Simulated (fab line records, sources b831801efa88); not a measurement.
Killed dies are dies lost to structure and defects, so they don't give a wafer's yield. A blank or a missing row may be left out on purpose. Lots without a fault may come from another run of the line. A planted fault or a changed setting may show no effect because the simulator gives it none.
Which tool did it? | flow gf180mcu | 14 lots, 42 wafers sampled, at 4 steps of a route of 602

WHAT THE GAUGES READ, wafer by wafer
GF_V3_OVL_MEAS_15.
lot  | measured     | on         | V3_OVL (nm)
L483 | day 22 10:38 | overlay-01 | -3 -10 0
L484 | day 22 18:42 | overlay-01 | 2 -1 -5
L485 | day 23 03:39 | overlay-02 | -8 -17 -14
L486 | day 23 17:44 | overlay-02 | -6 -14 1
L487 | day 24 03:53 | overlay-01 | -1 1 0
L489 | day 24 16:14 | overlay-02 | -2 -2 -3
L493 | day 25 19:53 | overlay-01 | 0 1 -11
L495 | day 26 14:40 | overlay-01 | -1 -10 -4
L500 | day 28 00:46 | overlay-02 | -7 -4 -7
L501 | day 28 17:32 | overlay-02 | 3 -1 6
L502 | day 28 21:02 | overlay-02 | 2 -8 1
L503 | day 29 00:29 | overlay-02 | 0 -6 -2
L504 | day 29 02:24 | overlay-01 | -9 -10 -6
L506 | day 29 18:45 | overlay-01 | -6 -13 -12

GF_M5_OVL_MEAS_08.
lot  | measured     | on         | M5_OVL (nm)
L483 | day 26 08:41 | overlay-01 | 7 9 1
L484 | day 26 15:00 | overlay-02 | 0 -4 1
L485 | day 26 23:45 | overlay-02 | 8 7 0
L486 | day 27 11:41 | overlay-02 | 2 5 -6
L487 | day 27 20:20 | overlay-01 | 4 2 0
L489 | day 28 08:05 | overlay-01 | 1 3 5
L493 | day 29 06:53 | overlay-01 | -7 -9 -6
L495 | day 30 02:13 | overlay-02 | 4 -6 1
L500 | day 31 07:40 | overlay-01 | 9 3 8
L501 | day 32 00:50 | overlay-01 | -6 -4 -1
L502 | day 32 03:08 | overlay-01 | -1 2 0
L503 | day 32 05:50 | overlay-01 | 4 7 8
L504 | day 32 07:41 | overlay-02 | 7 5 1
L506 | day 32 20:20 | overlay-02 | -1 -2 -2

WHICH TOOL RAN EACH LOT (tool, then ch and the chambers of the sampled wafers, then the start)
lot  | GF_HV_LDD_STRIP_10                   | GF_V3_ETCH_17
L483 | plasma_asher-03 ch 0,1, day 10 00:17 | rie_diel-01 ch 1,2, day 26 08:41 or earlier
L484 | plasma_asher-02 ch 0,1, day 10 10:50 | rie_diel-01 ch 2,3, day 26 15:00 or earlier
L485 | plasma_asher-03 ch 0,1, day 10 15:17 | rie_diel-04 ch 0,2, day 26 23:45 or earlier
L486 | plasma_asher-01 ch 1, day 11 05:41   | rie_diel-04 ch 0,2, day 27 11:41 or earlier
L487 | plasma_asher-02 ch 0,1, day 11 11:53 | rie_diel-01 ch 2,3, day 27 20:20 or earlier
L489 | plasma_asher-02 ch 0,1, day 11 23:32 | rie_diel-01 ch 0,2, day 28 08:05 or earlier
L493 | plasma_asher-01 ch 0,1, day 13 00:40 | rie_diel-02 ch 0,2,3, day 29 06:53 or earlier
L495 | plasma_asher-01 ch 0,1, day 13 19:04 | rie_diel-04 ch 1,2, day 30 02:13 or earlier
L500 | plasma_asher-03 ch 0,1, day 15 03:46 | rie_diel-01 ch 0,2, day 31 07:40 or earlier
L501 | plasma_asher-02 ch 0,1, day 15 22:05 | rie_diel-02 ch 0,2,3, day 32 00:50 or earlier
L502 | plasma_asher-03 ch 0,1, day 15 22:25 | rie_diel-04 ch 0,1, day 32 03:08 or earlier
L503 | plasma_asher-02 ch 0,1, day 16 04:49 | rie_diel-02 ch 0,1,2, day 32 05:50 or earlier
L504 | plasma_asher-02 ch 0,1, day 16 11:50 | rie_diel-01 ch 0,1,2, day 32 07:41 or earlier
L506 | plasma_asher-02 ch 0,1, day 17 02:37 | rie_diel-01 ch 1,2,3, day 32 20:20 or earlier
- GF_HV_LDD_STRIP_10: strips in O2/N2.
- GF_V3_ETCH_17: etches SiO2 in C4F8/O2/Ar, stops on TiN, target depth 635 nm.

WHAT THE TOOLS THEMSELVES READ (means of the sampled wafers that have a number; where no wafer has one, the mark that the record gives instead)
GF_HV_LDD_STRIP_10.
lot  | tool            | drypump_motor_current_A (A) | heater_power_w (W) | oes_product_au (a.u.) | strip_time_to_endpoint_s (s)
L483 | plasma_asher-03 | 5.3                         | 327                | 0.717                 | 12.71
L484 | plasma_asher-02 | 6.2                         | 329                | 0.718                 | 12.69
L485 | plasma_asher-03 | 5.2                         | 328                | 0.710                 | 12.65
L486 | plasma_asher-01 | 4.9                         | 342                | 0.718                 | 12.67
L487 | plasma_asher-02 | 6.0                         | 328                | 0.718                 | 12.62
L489 | plasma_asher-02 | 6.0                         | 325                | 0.714                 | 12.67
L493 | plasma_asher-01 | 5.6                         | 363                | 0.716                 | 12.66
L495 | plasma_asher-01 | 5.2                         | 351                | 0.718                 | 12.69
L500 | plasma_asher-03 | 5.6                         | 311                | 0.715                 | 12.61
L501 | plasma_asher-02 | 6.0                         | 328                | 0.720                 | 12.63
L502 | plasma_asher-03 | 5.6                         | 309                | 0.714                 | 12.70
L503 | plasma_asher-02 | 6.2                         | 323                | 0.718                 | 12.61
L504 | plasma_asher-02 | 6.0                         | 327                | 0.714                 | 12.67
L506 | plasma_asher-02 | 6.0                         | 326                | 0.716                 | 12.62

GF_V3_ETCH_17.
lot  | tool        | oes_product_au (a.u.)
L483 | rie_diel-01 | 0.860
L484 | rie_diel-01 | 0.860
L485 | rie_diel-04 | 0.854
L486 | rie_diel-04 | 0.854
L487 | rie_diel-01 | 0.857
L489 | rie_diel-01 | 0.858
L493 | rie_diel-02 | 0.864
L495 | rie_diel-04 | 0.856
L500 | rie_diel-01 | 0.855
L501 | rie_diel-02 | 0.860
L502 | rie_diel-04 | 0.852
L503 | rie_diel-02 | 0.854
L504 | rie_diel-01 | 0.861
L506 | rie_diel-01 | 0.860

THE ANSWER, worked out from the rows above alone
Rule: what is usual is taken from the lots themselves. Put in order of their means at a reading, lots are off if they are a third of the lots or fewer, leave a main group of 4 or more, and stand apart from it by a gap of 3 or more times the standard deviation of the main group's means; of several such gaps the widest counts. A main group whose means are all the same, to the digits that the tables above print for the reading, isn't used. A lot without any number at a reading at which 4 lots or more have one is off too. The other lots that the step has rows for count as sound. The gauges are gone through in route order, then the tools' own readings, and for those a lot's mean is taken as printed above. The first step at which some lot is off is used, and at that step the reading that is off furthest; a lot without a number counts as furthest.
No lot is off at any reading shown: from this, nothing can be told.

WHAT THE SIMULATOR HAD PUT IN
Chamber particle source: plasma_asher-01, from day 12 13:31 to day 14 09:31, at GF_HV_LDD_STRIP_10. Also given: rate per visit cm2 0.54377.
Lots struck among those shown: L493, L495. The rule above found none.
